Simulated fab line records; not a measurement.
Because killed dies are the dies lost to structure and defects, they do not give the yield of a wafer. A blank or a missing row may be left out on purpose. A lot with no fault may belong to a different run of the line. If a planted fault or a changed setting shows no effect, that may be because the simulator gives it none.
fab line records	flow sky130
record: lots: 11	wafers: 32	last_day: 50
route steps=708 shown RES_XHIGH@360 CONTACT@407 METAL1@438 VIA1@479 PAD_OPEN@708
lots that met no fault: from a run of the same line without faults
start_h: hours from the record's opening day to when the first of the lot's shown wafers began	wait_h: hours since the lot's step before	" as in the row above	L1.1+2: one row covering several wafers at once	- no value present, or no start provided	* or withheld: withheld	< > ~ a bound
route shown NAME@n: names a module that has steps shown in the file, with the first one's number in the route	usual: the fault-free wafers' mean and standard deviation	same: alike in all rows	chamber/n: place in a boat	sites: readings site by site	_std_site: the standard deviation of these	_edge_site: mean of outer sites minus mean of inner sites	radius_mm: for every site, how far away it sits from the centre of the wafer	mask NAME#n: copy n	behind: the last tool/chamber to shape the wafer	hold: cause of the lot's hold/its duration in hours/its outcome	device: names the non-switching transistor (n, p or np)	end of line: at the end of the route, the tests of the same wafers	a step given without rows: its recipe and nothing more	killed: dies that structure and defects cost at the first sort, which is not the same as the wafer's yield	map: a wafer's dies, marking killed ones x, the rest . and places with no die _
set.NAME: the setting the step ran with; set.NAME@STEP: the setting that earlier step ran with	model.NAME: the simulator's own value behind a step, which no gauge read
a sample of lots followed through the steps of the route, with each step as a table and each wafer as a row
services: the hour from which a tool's chamber was out of use, counted from the record's first day as start_h (under 0 if before that day), plus the number of hours and why
== steps ==
step: SKY_SD_N_RS_MEAS_18
recipe: thk_meas_gauge: four-point-probe
usual: RES_XHIGH_RS: 333.0/1.4
lot.wafer	tool	chamber	start_h	wait_h	RES_XHIGH_RS[ohm/sq]
L485.3	film_metro-04	-	668.40	0.1	335.9
L485.4	"	-	"	"	335.8
L485.6	"	-	"	"	335.0
L487.1	film_metro-04	-	684.76	0.1	336.3
L487.3	"	-	"	"	335.2
L487.6	"	-	"	"	336.8
L486.1	film_metro-04	-	685.96	0.1	334.7
L486.4	"	-	"	"	334.0
L486.6	"	-	"	"	334.3
L490.1	film_metro-02	-	710.16	0.1	331.9
L490.2	"	-	"	"	332.2
L490.4	"	-	"	"	332.1
L492.1	film_metro-04	-	715.82	0.1	333.0
L492.5	"	-	"	"	332.7
L492.6	"	-	"	"	333.3
L493.1	film_metro-04	-	727.47	0.1	334.8
L493.3	"	-	"	"	334.8
L493.5	"	-	"	"	333.8
L494.1	film_metro-02	-	736.93	0.1	333.8
L494.5	"	-	"	"	332.8
L494.6	"	-	"	"	334.0
L497.4	film_metro-03	-	758.02	0.1	333.0
L497.5	"	-	"	"	332.6
L497.6	"	-	"	"	332.9
L498.2	film_metro-02	-	762.04	0.1	331.3
L498.3	"	-	"	"	331.9
L505.1	film_metro-02	-	810.97	0.1	333.2
L505.3	"	-	"	"	333.8
L505.5	"	-	"	"	332.9
L506.1	film_metro-02	-	818.06	0.1	332.8
L506.2	"	-	"	"	333.3
L506.6	"	-	"	"	332.7
step: SKY_CONTACT_THK_MEAS_01
recipe: reads: Si3N4_of_CONTACT_CVD_00
usual: CONTACT_CVD_00_THK: 74.8/0.93
lot.wafer	tool	chamber	start_h	wait_h	CONTACT_CVD_00_THK[nm]
L485.3	film_metro-02	-	726.29	-	74.4
L485.4	"	-	"	"	75.6
L485.6	"	-	"	"	75.4
L487.1	film_metro-02	-	743.76	-	73.9
L487.3	"	-	"	"	73.8
L487.6	"	-	"	"	75.2
L486.1	film_metro-01	-	744.32	-	73.8
L486.4	"	-	"	"	75.7
L486.6	"	-	"	"	75.6
L490.1	film_metro-04	-	766.92	-	75.1
L490.2	"	-	"	"	75.1
L490.4	"	-	"	"	75.4
L492.1	film_metro-01	-	773.40	-	73.6
L492.5	"	-	"	"	75.3
L492.6	"	-	"	"	74.9
L493.1	film_metro-02	-	784.67	-	73.6
L493.3	"	-	"	"	74.4
L493.5	"	-	"	"	75.2
L494.1	film_metro-02	-	793.40	-	74.4
L494.5	"	-	"	"	75.7
L494.6	"	-	"	"	74.9
L497.4	film_metro-02	-	813.69	-	74.8
L497.5	"	-	"	"	75.3
L497.6	"	-	"	"	74.8
L498.2	film_metro-04	-	818.84	-	74.7
L498.3	"	-	"	"	73.9
L505.1	film_metro-04	-	866.18	-	74.8
L505.3	"	-	"	"	74.5
L505.5	"	-	"	"	74.9
L506.1	film_metro-04	-	873.42	-	74.0
L506.2	"	-	"	"	73.2
L506.6	"	-	"	"	76.0
step: SKY_METAL1_SPUTTER_04
recipe: material: TiN	target_thk_nm: 70	power_w: 6500	time_s: 58.3	chamber_pressure_pa: 0.4
usual: throttle_valve_pct: 30.0/1.1
lot.wafer	tool	chamber	start_h	wait_h	throttle_valve_pct
L485.3	pvd_sputter-04	-	755.52	0.0	28.2
L485.4	"	-	"	"	32.5
L485.6	"	-	"	"	28.1
L487.1	pvd_sputter-02	-	773.25	0.0	29.6
L487.3	"	-	"	"	31.2
L487.6	"	-	"	"	30.9
L486.1	pvd_sputter-03	-	773.51	0.0	30.0
L486.4	"	-	"	"	29.9
L486.6	"	-	"	"	30.2
L490.1	pvd_sputter-03	-	795.56	0.0	30.2
L490.2	"	-	"	"	30.1
L490.4	"	-	"	"	28.9
L492.1	pvd_sputter-04	-	801.95	0.0	30.2
L492.5	"	-	"	"	29.0
L492.6	"	-	"	"	32.5
L493.1	pvd_sputter-02	-	812.76	0.0	30.7
L493.3	"	-	"	"	31.3
L493.5	"	-	"	"	30.7
L494.1	pvd_sputter-02	-	822.10	0.0	29.6
L494.5	"	-	"	"	30.7
L494.6	"	-	"	"	29.6
L497.4	pvd_sputter-02	-	842.11	0.0	31.0
L497.5	"	-	"	"	31.1
L497.6	"	-	"	"	30.1
L498.2	pvd_sputter-04	-	847.56	0.0	28.3
L498.3	"	-	"	"	32.4
L505.1	pvd_sputter-03	-	894.24	0.0	30.1
L505.3	"	-	"	"	30.0
L505.5	"	-	"	"	30.2
L506.1	pvd_sputter-02	-	900.48	0.0	30.5
L506.2	"	-	"	"	30.8
L506.6	"	-	"	"	30.6
step: SKY_VIA1_CVD_21
recipe: material: W	target_thk_nm: 270	time_s: 80.902	temp_c: 400	pressure_torr: 40
usual: chamber_pressure_Torr: 40.01/0.081	heater_power_w: 950/140
lot.wafer	tool	chamber	start_h	wait_h	chamber_pressure_Torr	heater_power_w
L485.3	cvd_w-01	1	810.83	0.1	39.93	835
L485.4	"	0	"	"	39.88	1214
L485.6	"	0	"	"	40.00	1227
L487.1	cvd_w-02	1	828.43	0.0	39.93	896
L487.3	"	1	"	"	39.93	886
L487.6	"	0	"	"	40.02	911
L486.1	cvd_w-02	0	829.15	0.0	40.03	902
L486.4	"	1	"	"	40.11	894
L486.6	"	1	"	"	40.02	891
L490.1	cvd_w-01	1	851.12	0.0	40.03	831
L490.2	"	0	"	"	40.03	1196
L490.4	"	0	"	"	39.92	1180
L492.1	cvd_w-01	0	856.84	0.0	40.13	1233
L492.5	"	0	"	"	40.14	1225
L492.6	"	1	"	"	39.96	840
L493.1	cvd_w-01	0	868.23	0.0	40.03	1224
L493.3	"	1	"	"	40.02	858
L493.5	"	0	"	"	40.15	1206
L494.1	cvd_w-01	0	877.36	0.0	39.88	1204
L494.5	"	0	"	"	39.99	1222
L494.6	"	1	"	"	40.15	855
L497.4	cvd_w-02	0	896.75	0.1	39.97	899
L497.5	"	0	"	"	39.93	907
L497.6	"	1	"	"	39.95	891
L498.2	cvd_w-01	1	902.32	0.0	39.97	853
L498.3	"	0	"	"	40.12	1240
L505.1	cvd_w-02	0	946.24	0.0	40.13	893
L505.3	"	1	"	"	40.01	879
L505.5	"	1	"	"	40.03	895
L506.1	cvd_w-02	0	952.23	0.0	39.94	910
L506.2	"	1	"	"	40.17	872
L506.6	"	1	"	"	40.06	918
step: SKY_VIA1_RS_MEAS_22
recipe: thk_meas_gauge: four-point-probe	reads: W_of_VIA1_CVD_21+TiN_of_VIA1_SPUTTER_20
usual: VIA1_W_RS: 0.428/0.0046
lot.wafer	tool	chamber	start_h	wait_h	VIA1_W_RS[ohm/sq]
L485.3	film_metro-03	-	810.93	0.1	0.435
L485.4	"	-	"	"	0.425
L485.6	"	-	"	"	0.422
L487.1	film_metro-02	-	828.52	0.1	0.427
L487.3	"	-	"	"	0.421
L487.6	"	-	"	"	0.431
L486.1	film_metro-03	-	829.24	0.1	0.435
L486.4	"	-	"	"	0.428
L486.6	"	-	"	"	0.431
L490.1	film_metro-04	-	851.22	0.1	0.431
L490.2	"	-	"	"	0.422
L490.4	"	-	"	"	0.425
L492.1	film_metro-04	-	856.94	0.1	0.419
L492.5	"	-	"	"	0.424
L492.6	"	-	"	"	0.422
L493.1	film_metro-02	-	868.32	0.1	0.421
L493.3	"	-	"	"	0.428
L493.5	"	-	"	"	0.421
L494.1	film_metro-03	-	877.45	0.1	0.421
L494.5	"	-	"	"	0.424
L494.6	"	-	"	"	0.318
L497.4	film_metro-03	-	896.87	0.1	0.426
L497.5	"	-	"	"	0.425
L497.6	"	-	"	"	0.427
L498.2	film_metro-03	-	902.44	0.1	0.320
L498.3	"	-	"	"	0.425
L505.1	film_metro-04	-	946.34	0.1	0.428
L505.3	"	-	"	"	0.424
L505.5	"	-	"	"	0.428
L506.1	film_metro-02	-	952.32	0.1	0.427
L506.2	"	-	"	"	0.426
L506.6	"	-	"	"	0.425
step: SKY_VIA1_THK_MEAS_23
recipe: thk_meas_gauge: xrf	reads: W_of_VIA1_CVD_21
usual: VIA1_W_THK: 272/3.3
lot.wafer	tool	chamber	start_h	wait_h	VIA1_W_THK[nm]
L485.3	film_metro-03	-	811.03	0.1	266
L485.4	"	-	"	"	272
L485.6	"	-	"	"	274
L487.1	film_metro-02	-	828.64	0.1	270
L487.3	"	-	"	"	275
L487.6	"	-	"	"	270
L486.1	film_metro-03	-	829.36	0.1	265
L486.4	"	-	"	"	269
L486.6	"	-	"	"	268
L490.1	film_metro-04	-	851.34	0.1	270
L490.2	"	-	"	"	277
L490.4	"	-	"	"	274
L492.1	film_metro-04	-	857.06	0.1	278
L492.5	"	-	"	"	275
L492.6	"	-	"	"	277
L493.1	film_metro-02	-	868.44	0.1	276
L493.3	"	-	"	"	271
L493.5	"	-	"	"	275
L494.1	film_metro-03	-	877.57	0.1	275
L494.5	"	-	"	"	273
L494.6	"	-	"	"	362
L497.4	film_metro-03	-	896.96	0.1	272
L497.5	"	-	"	"	272
L497.6	"	-	"	"	272
L498.2	film_metro-03	-	902.55	0.1	363
L498.3	"	-	"	"	272
L505.1	film_metro-04	-	946.46	0.1	274
L505.3	"	-	"	"	279
L505.5	"	-	"	"	274
L506.1	film_metro-02	-	952.44	0.1	271
L506.2	"	-	"	"	271
L506.6	"	-	"	"	270
step: SKY_VIA1_CMP_24
recipe: stop_on: SiO2	t_overpolish_s: 15	down_force_psi: 3.5	platen_rpm: 60	target_thk_nm: 0	pad_velocity_m_s: 0.94248
usual: motor_current_A: 10.7/1	time_to_endpoint_s: 64.3/2.5
lot.wafer	tool	chamber	start_h	wait_h	motor_current_A	time_to_endpoint_s
L485.3	cmp-01	2	811.12	0.1	9.3	64.7
L485.4	"	3	"	"	10.3	69.0
L485.6	"	2	"	"	9.0	66.4
L487.3	cmp-01	1	828.70	0.0	10.7	67.2
L487.1	"	0	"	"	11.7	65.3
L487.6	"	2	"	"	9.2	64.6
L486.4	cmp-01	2	829.47	0.1	9.7	64.7
L486.1	"	3	"	"	10.3	67.8
L486.6	"	2	"	"	9.5	66.0
L490.4	cmp-02	3	852.85	1.5	10.3	63.4
L490.2	"	0	"	"	10.2	62.6
L490.1	"	1	"	"	13.1	63.3
L492.1	cmp-02	2	857.12	0.1	11.1	64.3
L492.6	"	2	"	"	10.3	65.9
L492.5	"	3	"	"	10.4	61.6
L493.1	cmp-01	0	868.50	0.1	12.0	67.4
L493.3	"	1	"	"	10.7	67.0
L493.5	"	0	"	"	11.6	63.6
L494.1	cmp-01	0	877.78	0.2	12.3	65.4
L494.6	"	1	"	"	10.4	84.7
L494.5	"	2	"	"	9.8	65.5
L497.4	cmp-01	3	897.09	0.1	10.8	70.5
L497.5	"	1	"	"	10.2	68.8
L497.6	"	2	"	"	9.3	69.8
L498.2	cmp-01	1	902.65	0.1	10.6	87.4
L498.3	"	3	"	"	10.2	67.3
L505.1	cmp-02	0	946.52	0.1	10.5	60.2
L505.3	"	2	"	"	11.2	63.1
L505.5	"	1	"	"	12.2	61.5
L506.1	cmp-02	1	952.50	0.1	12.6	62.5
L506.2	"	3	"	"	10.0	60.2
L506.6	"	1	"	"	13.2	61.3
step: SKY_PAD_OPEN_PROBE_99
usual: defect_limited_yield: 82.4/1.9	killed_at_M0_to_M3: 43/7.5	killed_at_M4_up: 3.3/1.9	killed_at_contacts: 24/4.6	killed_at_front_end: 16/4.9	killed_at_other: 0.2/0.46	killed_dies: 87/9.1	killed_open: 47/7.4	killed_short: 39/6.6	sort_bin_3_pad_short: 0.9/0.43	sort_bin_5_function: 10.3/1.4	sort_bin_6_memory: 6.4/1.1	sort_n_pass: 405/9.1	sort_yield_pct: 82.4/1.9
same: gross_dies: 492	killed_at_back_side: 0	sort_bin_4_leakage[%]: 0	sort_bin_8_speed[%]: 0
lot.wafer	tool	chamber	start_h	wait_h	defect_limited_yield[%]	killed_at_M0_to_M3	killed_at_M4_up	killed_at_contacts	killed_at_front_end	killed_at_other	killed_dies	killed_open	killed_short	sort_bin_3_pad_short[%]	sort_bin_5_function[%]	sort_bin_6_memory[%]	sort_n_pass	sort_yield_pct[%]
L492.1	prober-01	-	1125.65	0.1	79.9	46	4	29	20	0	99	47	51	0.4	10.6	9.1	393	79.9
L492.5	prober-01	-	1125.85	0.2	81.5	42	2	37	10	0	91	54	35	0.8	11.6	6.1	401	81.5
L492.6	prober-01	-	1125.90	0.2	80.3	41	3	19	32	2	97	57	40	0.4	12.4	6.9	395	80.3
killed by level:class
L492.1 LI_CONTACT:geometric_particle:open=9 CONTACT:geometric_particle:open=9 METAL1:geometric_particle:short=8 CONTACT:geometric_particle:short=7 VIA2:geometric_particle:short=7 FIELD_ISO:geometric_particle:open=6 VIA3:geometric_particle:open=6 FIELD_ISO:geometric_particle:short=5
L492.5 LI_CONTACT:geometric_particle:open=10 CONTACT:geometric_particle:short=9 CONTACT:geometric_particle:open=9 VIA1:geometric_particle:open=9 VIA3:geometric_particle:open=8 VIA2:geometric_particle:open=6 LI_CONTACT:geometric_particle:short=4 VIA1:geometric_particle:short=4
L492.6 VIA1:geometric_particle:open=11 POLY_GATE:geometric_particle:open=9 CONTACT:geometric_particle:open=8 VIA2:geometric_particle:open=7 FIELD_ISO:geometric_particle:open=6 FIELD_ISO:geometric_particle:short=6 VIA3:geometric_particle:open=6 POLY_GATE:geometric_particle:short=5
== services ==
tool	chamber	start_h	hours	kind
cmp-02	-	744.24	4.0	pm
cvd_w-01	-	744.34	0.8	repair
cvd_w-01	1	744.66	11.5	repair
cvd_w-02	0	755.18	2.6	repair
pvd_sputter-03	-	763.75	4.4	repair
cvd_w-02	0	775.30	2.6	repair
cvd_w-01	-	810.97	1.3	repair
pvd_sputter-02	-	825.14	1.9	repair
pvd_sputter-03	-	825.22	0.8	repair
cvd_w-01	-	827.34	2.8	pm
cmp-02	-	831.55	1.7	repair
cmp-02	-	847.95	4.2	pm
cmp-01	-	850.42	2.6	repair
pvd_sputter-02	-	858.25	2.8	repair
pvd_sputter-02	-	872.79	3.7	repair
cvd_w-02	-	879.38	1.3	repair
cvd_w-01	-	904.00	14.0	pm
cmp-01	-	907.23	0.8	repair
cmp-01	-	912.00	4.0	pm
cmp-01	-	916.00	-	consumable_replace:conditioner
cvd_w-01	-	932.89	1.1	repair
cvd_w-01	-	933.77	0.4	repair
cvd_w-02	-	934.27	6.9	pm
pvd_sputter-03	-	939.05	2.1	repair
== key ==
first_sign: step: SKY_VIA1_RS_MEAS_22	reading: VIA1_W_RS	direction: down	sigmas: 24	usual: 0.428	struck: 0.319
effect: step: SKY_VIA1_THK_MEAS_23	reading: VIA1_W_THK	direction: up	sigmas: 27	usual: 272	struck: 362
effect: step: SKY_VIA1_CMP_24	reading: time_to_endpoint_s	direction: up	sigmas: 8.6	usual: *	struck: *
met_at SKY_VIA1_CVD_21
struck_lots L494,L498
struck_wafers L494.6,L498.2
not_acting_at SKY_SD_N_RS_MEAS_18,SKY_CONTACT_THK_MEAS_01,SKY_METAL1_SPUTTER_04
onset_between 868.23 877.36
fault: kind: process_parameter_drift	tool: cvd_w-01	chamber: -	onset_h: 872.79	steps: SKY_VIA1_CVD_21	channel: target_thk_nm	offset: 93.246	shape: step	end_h: 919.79	scope: struck_wafers_only	acts_in: these_recipes_only	stated: 270
